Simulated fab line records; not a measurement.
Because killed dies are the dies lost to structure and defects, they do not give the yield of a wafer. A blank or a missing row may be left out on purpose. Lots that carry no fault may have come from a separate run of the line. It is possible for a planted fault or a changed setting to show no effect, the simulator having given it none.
fab line records	flow sky130
record: lots: 11	wafers: 33	last_day: 50
route steps=708 shown FIELD_ISO@16 PWDE@53 LI_CONTACT@384
lots with no fault: from the same line, run without faults
start_h: hours from the record's opening day to when the first of the lot's shown wafers began	wait_h: hours since the lot's step before	" identical to the entry in the row above	L1.1+2: a row that stands for several wafers	- no value present, or no start provided	* or withheld: withheld	< > ~ a bound
route shown NAME@n: names a module that has steps shown in the file, with the first one's number in the route	usual: mean and standard deviation over wafers with no fault	same: alike in all rows	chamber/n: place in a boat	sites: readings site by site	_std_site: standard deviation across them	_edge_site: outer sites' mean less inner sites'	radius_mm: how far each site lies from the wafer's centre	mask NAME#n: copy n	behind: the tool/chamber that last shaped the wafer	hold: what put the lot on hold/how long, in hours/how the hold closed	device: transistor that didn't switch, given as n, p or np	end of line: tests of these same wafers at the route's end	for a step that has no rows: nothing shown but its recipe	killed: dies that structure and defects cost at the first sort, which is not the same as the wafer's yield	map: the dies of a wafer, with x for killed, . for not killed, _ for no die there
set.NAME: the setting as run; set.NAME@STEP: as run at that earlier step	model.NAME: the simulator's own value behind a step, which no gauge read
a sample of lots followed through the steps of the route, with each step as a table and each wafer as a row
services: when a tool's chamber went out of use (start_h, in hours from the record's first day, below 0 if earlier), for how many hours, and the reason
== steps ==
step: SKY_FIELD_ISO_ETCH_15
recipe: chemistry: CHF3/O2	target_depth_nm: 180	stop_on: Si	source_w: 600	bias_w: 200	pressure_mtorr: 40	chf3_flow_sccm: 50	O2_flow_sccm: 5	time_s: 72
usual: bias_w: 200.0/0.53	drypump_motor_current_A: 5.8/0.36	oes_product_au: 0.947/0.0064	throttle_valve_pct: 8.843/0.009
same: time_s: 72
lot.wafer	tool	chamber	start_h	wait_h	bias_w	drypump_motor_current_A	oes_product_au	rf_hours_counter_h	throttle_valve_pct
L152.1	rie_diel-02	0	28.44	0.0	199.6	6.2	0.954	143	8.846
L152.2	"	3	"	"	199.4	5.7	0.952	166	8.844
L152.3	"	2	"	"	200.0	6.1	0.954	34	8.835
L153.1	rie_diel-03	3	31.54	0.0	198.6	5.3	0.949	1	8.830
L153.4	"	0	"	"	200.6	5.8	0.950	106	8.846
L153.5	"	1	"	"	199.8	5.6	0.942	-	8.835
L154.4	rie_diel-02	0	38.74	0.0	199.8	6.2	0.957	144	8.833
L154.5	"	3	"	"	200.1	5.7	0.959	-	8.856
L154.6	"	2	"	"	199.8	6.1	0.953	-	8.859
L155.1	rie_diel-02	1	45.79	0.0	199.9	5.2	0.941	82	8.864
L155.4	"	0	"	"	200.1	6.2	0.952	144	8.835
L155.5	"	1	"	"	200.0	5.2	0.941	-	8.839
L156.3	rie_diel-02	0	50.86	0.0	199.5	6.2	0.949	144	8.817
L156.5	"	1	"	"	200.6	5.2	0.945	-	8.845
L156.6	"	2	"	"	199.4	6.2	0.952	-	8.838
L158.1	rie_diel-04	1	60.46	0.0	199.5	5.9	0.949	7	8.826
L158.2	"	2	"	"	199.8	6.4	0.951	81	8.827
L158.4	"	0	"	"	201.3	5.9	0.950	12	8.853
L163.2	rie_diel-04	2	86.42	0.0	199.8	6.4	0.955	82	8.842
L163.3	"	3	"	"	200.8	5.7	0.951	7	8.858
L163.5	"	2	"	"	200.7	6.4	0.939	-	8.844
L164.1	rie_diel-03	0	92.16	0.0	199.6	5.8	0.940	107	8.840
L164.3	"	3	"	"	200.3	5.3	0.947	2	8.835
L164.6	"	1	"	"	200.8	5.5	0.948	-	8.855
L171.3	rie_diel-04	0	126.96	0.0	200.3	5.8	0.944	13	8.837
L171.4	"	3	"	"	199.4	5.7	0.945	8	8.823
L171.5	"	0	"	"	199.7	5.8	0.947	-	8.846
L173.2	rie_diel-02	1	137.17	0.0	199.4	5.2	0.947	84	8.827
L173.3	"	2	"	"	200.1	6.1	0.948	36	8.841
L173.4	"	0	"	"	200.1	6.2	0.946	146	8.842
L174.2	rie_diel-03	1	143.94	0.0	199.4	5.6	0.939	25	8.845
L174.3	"	2	"	"	199.0	5.3	0.948	142	8.848
L174.4	"	3	"	"	200.2	5.3	0.946	2	8.839
step: SKY_FIELD_ISO_THK_MEAS_23
recipe: reads: SiO2_of_FIELD_ISO_OXIDATION_22
usual: FIELD_ISO_OXIDATION_01_THK: 9.96/0.17
lot.wafer	tool	chamber	start_h	wait_h	FIELD_ISO_OXIDATION_01_THK[nm]
L152.1	film_metro-02	-	31.92	0.0	9.92
L152.2	"	-	"	"	10.11
L152.3	"	-	"	"	10.03
L153.1	film_metro-02	-	34.44	0.0	9.89
L153.4	"	-	"	"	9.95
L153.5	"	-	"	"	9.99
L154.4	film_metro-03	-	40.45	0.0	10.17
L154.5	"	-	"	"	10.24
L154.6	"	-	"	"	10.20
L155.1	film_metro-01	-	48.49	0.0	10.07
L155.4	"	-	"	"	10.35
L155.5	"	-	"	"	10.62
L156.3	film_metro-01	-	52.83	0.0	10.08
L156.5	"	-	"	"	10.06
L156.6	"	-	"	"	10.09
L158.1	film_metro-03	-	62.48	0.0	10.06
L158.2	"	-	"	"	9.89
L158.4	"	-	"	"	10.00
L163.2	film_metro-01	-	88.10	0.0	9.73
L163.3	"	-	"	"	9.81
L163.5	"	-	"	"	9.68
L164.1	film_metro-02	-	93.83	0.0	9.91
L164.3	"	-	"	"	9.93
L164.6	"	-	"	"	9.64
L171.3	film_metro-02	-	130.16	0.0	9.74
L171.4	"	-	"	"	9.71
L171.5	"	-	"	"	9.52
L173.2	film_metro-03	-	139.22	0.0	9.92
L173.3	"	-	"	"	9.80
L173.4	"	-	"	"	10.04
L174.2	film_metro-02	-	145.64	0.0	9.90
L174.3	"	-	"	"	10.00
L174.4	"	-	"	"	9.95
step: SKY_PWDE_IMPLANT_08
recipe: species: B	energy_kev: 150	dose_cm2: 3.6e+12	tilt_deg: withheld
usual: dose_ions_cm2: 3.6e+12/4e+09	faraday_current_uA: 20.3/0.4
lot.wafer	tool	chamber	start_h	wait_h	dose_ions_cm2	faraday_current_uA
L152.1	implanter-02	0	73.99	0.0	3.602e+12	20.6
L152.2	"	0	"	"	3.6e+12	20.2
L152.3	"	0	"	"	3.607e+12	20.7
L153.1	implanter-02	0	75.51	0.0	3.601e+12	19.7
L153.4	"	0	"	"	3.594e+12	19.5
L153.5	"	0	"	"	3.595e+12	20.0
L154.4	implanter-03	0	79.94	0.1	3.598e+12	20.4
L154.5	"	0	"	"	3.601e+12	20.5
L154.6	"	0	"	"	3.602e+12	20.5
L155.1	implanter-02	0	86.66	0.0	3.602e+12	20.5
L155.4	"	0	"	"	3.596e+12	20.3
L155.5	"	0	"	"	3.598e+12	20.6
L156.3	implanter-03	0	91.78	0.1	3.598e+12	20.5
L156.5	"	0	"	"	3.599e+12	19.8
L156.6	"	0	"	"	3.606e+12	20.4
L158.1	implanter-02	0	102.78	0.0	3.596e+12	19.8
L158.2	"	0	"	"	3.593e+12	20.4
L158.4	"	0	"	"	3.592e+12	20.0
L163.2	implanter-03	0	129.41	0.0	3.04e+12	17.5
L163.3	"	0	"	"	3.052e+12	17.2
L163.5	"	0	"	"	3.041e+12	17.7
L164.1	implanter-03	0	135.31	0.0	3.038e+12	17.6
L164.3	"	0	"	"	3.043e+12	16.8
L164.6	"	0	"	"	3.042e+12	17.3
L171.3	implanter-01	0	175.89	0.1	3.603e+12	20.6
L171.4	"	0	"	"	3.598e+12	19.7
L171.5	"	0	"	"	3.605e+12	20.0
L173.2	implanter-01	0	185.11	0.0	3.595e+12	20.0
L173.3	"	0	"	"	3.594e+12	20.2
L173.4	"	0	"	"	3.594e+12	21.4
L174.2	implanter-01	0	191.26	0.0	3.593e+12	19.6
L174.3	"	0	"	"	3.601e+12	20.7
L174.4	"	0	"	"	3.599e+12	19.7
step: SKY_PWDE_TW_MEAS_10
usual: PWDE_TW: 373/3.7
lot.wafer	tool	chamber	start_h	wait_h	PWDE_TW
L152.1	film_metro-02	-	74.24	0.1	369
L152.2	"	-	"	"	366
L152.3	"	-	"	"	368
L153.1	film_metro-03	-	75.76	0.1	377
L153.4	"	-	"	"	375
L153.5	"	-	"	"	374
L154.4	film_metro-04	-	80.14	0.1	374
L154.5	"	-	"	"	375
L154.6	"	-	"	"	376
L155.1	film_metro-04	-	86.91	0.1	373
L155.4	"	-	"	"	373
L155.5	"	-	"	"	372
L156.3	film_metro-03	-	92.00	0.1	375
L156.5	"	-	"	"	375
L156.6	"	-	"	"	375
L158.1	film_metro-02	-	103.03	0.1	371
L158.2	"	-	"	"	368
L158.4	"	-	"	"	370
L163.2	film_metro-03	-	129.65	0.1	359
L163.3	"	-	"	"	358
L163.5	"	-	"	"	357
L164.1	film_metro-02	-	135.56	0.1	347
L164.3	"	-	"	"	347
L164.6	"	-	"	"	349
L171.3	film_metro-04	-	176.11	0.1	376
L171.4	"	-	"	"	375
L171.5	"	-	"	"	377
L173.2	film_metro-03	-	185.34	0.1	374
L173.3	"	-	"	"	373
L173.4	"	-	"	"	373
L174.2	film_metro-02	-	191.49	0.1	368
L174.3	"	-	"	"	369
L174.4	"	-	"	"	366
step: SKY_NWELL_RS_MEAS_31
recipe: thk_meas_gauge: four-point-probe
usual: PWDE_RS: 5269/20
lot.wafer	tool	chamber	start_h	wait_h	PWDE_RS[ohm/sq]
L152.1	film_metro-02	-	109.74	0.1	5271
L152.2	"	-	"	"	5271
L152.3	"	-	"	"	5287
L153.1	film_metro-02	-	112.09	0.1	5258
L153.4	"	-	"	"	5250
L153.5	"	-	"	"	5270
L154.4	film_metro-02	-	115.80	0.1	5223
L154.5	"	-	"	"	5232
L154.6	"	-	"	"	5249
L155.1	film_metro-03	-	123.59	0.1	5313
L155.4	"	-	"	"	5300
L155.5	"	-	"	"	5309
L156.3	film_metro-03	-	128.49	0.1	5278
L156.5	"	-	"	"	5263
L156.6	"	-	"	"	5289
L158.1	film_metro-04	-	143.23	0.1	5243
L158.2	"	-	"	"	5254
L158.4	"	-	"	"	5260
L163.2	film_metro-04	-	170.46	0.1	6025
L163.3	"	-	"	"	6033
L163.5	"	-	"	"	6038
L164.1	film_metro-02	-	176.89	0.1	5990
L164.3	"	-	"	"	6018
L164.6	"	-	"	"	5988
L171.3	film_metro-02	-	219.78	0.1	5267
L171.4	"	-	"	"	5263
L171.5	"	-	"	"	5270
L173.2	film_metro-03	-	230.46	0.1	5248
L173.3	"	-	"	"	5249
L173.4	"	-	"	"	5250
L174.2	film_metro-04	-	236.90	0.1	5263
L174.3	"	-	"	"	5267
L174.4	"	-	"	"	5287
step: SKY_LI_CONTACT_RS_MEAS_22
recipe: thk_meas_gauge: four-point-probe	reads: W_of_LI_CONTACT_CVD_21+TiN_of_LI_CONTACT_SPUTTER_20+Ti_of_LI_CONTACT_SPUTTER_19
usual: LI_CONTACT_W_RS: 0.286/0.0056
lot.wafer	tool	chamber	start_h	wait_h	LI_CONTACT_W_RS[ohm/sq]
L152.1	film_metro-03	-	683.54	0.1	0.286
L152.2	"	-	"	"	0.273
L152.3	"	-	"	"	0.285
L153.1	film_metro-04	-	687.99	0.1	0.288
L153.4	"	-	"	"	0.285
L153.5	"	-	"	"	0.286
L154.4	film_metro-01	-	693.10	0.1	0.295
L154.5	"	-	"	"	0.286
L154.6	"	-	"	"	0.293
L155.1	film_metro-04	-	708.95	0.1	0.287
L155.4	"	-	"	"	0.292
L155.5	"	-	"	"	0.288
L156.3	film_metro-04	-	713.23	0.1	0.289
L156.5	"	-	"	"	0.293
L156.6	"	-	"	"	0.289
L158.1	film_metro-04	-	732.99	0.1	0.284
L158.2	"	-	"	"	0.274
L158.4	"	-	"	"	0.285
L163.2	film_metro-01	-	769.52	0.1	0.282
L163.3	"	-	"	"	0.274
L163.5	"	-	"	"	0.283
L164.1	film_metro-04	-	779.12	0.1	0.286
L164.3	"	-	"	"	0.276
L164.6	"	-	"	"	0.274
L171.3	film_metro-01	-	829.88	0.1	0.286
L171.4	"	-	"	"	0.290
L171.5	"	-	"	"	0.289
L173.2	film_metro-03	-	841.56	0.1	0.288
L173.3	"	-	"	"	0.288
L173.4	"	-	"	"	0.290
L174.2	film_metro-04	-	848.32	0.1	0.287
L174.3	"	-	"	"	0.291
L174.4	"	-	"	"	0.288
== services ==
tool	chamber	start_h	hours	kind
implanter-03	-	5.73	4.7	pm
implanter-02	-	8.94	4.2	repair
rie_diel-04	1	21.43	5.7	repair
rie_diel-04	-	32.10	0.5	repair
implanter-01	-	39.08	2.9	pm
implanter-03	-	51.64	0.6	repair
implanter-01	-	76.73	4.2	repair
rie_diel-02	3	84.47	-	clean
rie_diel-02	3	84.47	18.3	scheduled_down
rie_diel-02	3	84.47	18.3	vent_cycle
implanter-01	-	97.31	6.0	pm
rie_diel-04	-	121.40	4.3	pm
implanter-02	-	121.44	5.8	repair
implanter-01	-	122.35	2.2	repair
rie_diel-02	3	124.67	9.1	repair
rie_diel-02	1	126.58	9.6	repair
rie_diel-03	-	128.96	0.5	repair
implanter-01	-	151.16	2.9	repair
rie_diel-04	2	166.00	3.4	repair
implanter-02	-	171.90	1.0	repair
implanter-02	-	179.34	0.9	repair
== key ==
first_sign: step: SKY_PWDE_IMPLANT_08	reading: dose_ions_cm2	direction: down	sigmas: 99+	usual: *	struck: *
effect: step: SKY_PWDE_IMPLANT_08	reading: faraday_current_uA	direction: down	sigmas: 7.4	usual: 20.3	struck: 17.3
effect: step: SKY_PWDE_TW_MEAS_10	reading: PWDE_TW	direction: down	sigmas: 5.4	usual: 373	struck: 353
effect: step: SKY_NWELL_RS_MEAS_31	reading: PWDE_RS	direction: up	sigmas: 37	usual: 5269	struck: 6015
met_at SKY_PWDE_IMPLANT_08
struck_lots L163,L164
tester_left_out L163,L164
not_acting_at SKY_FIELD_ISO_ETCH_15,SKY_FIELD_ISO_THK_MEAS_23,SKY_LI_CONTACT_RS_MEAS_22
onset_between 91.78 129.41
fault: kind: process_parameter_drift	tool: implanter-03	chamber: -	onset_h: 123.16	steps: SKY_PWDE_IMPLANT_08	channel: dose_cm2	offset: *	shape: step	end_h: 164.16	acts_in: *	stated: *
tester_left_out: of these lots the tester's yield and bins aren't shown, on N5 and GAA mostly nor the transistor test; their killed dies are dies lost to structure and defects alone, not to doping, threshold or leakage, so they don't give the yield
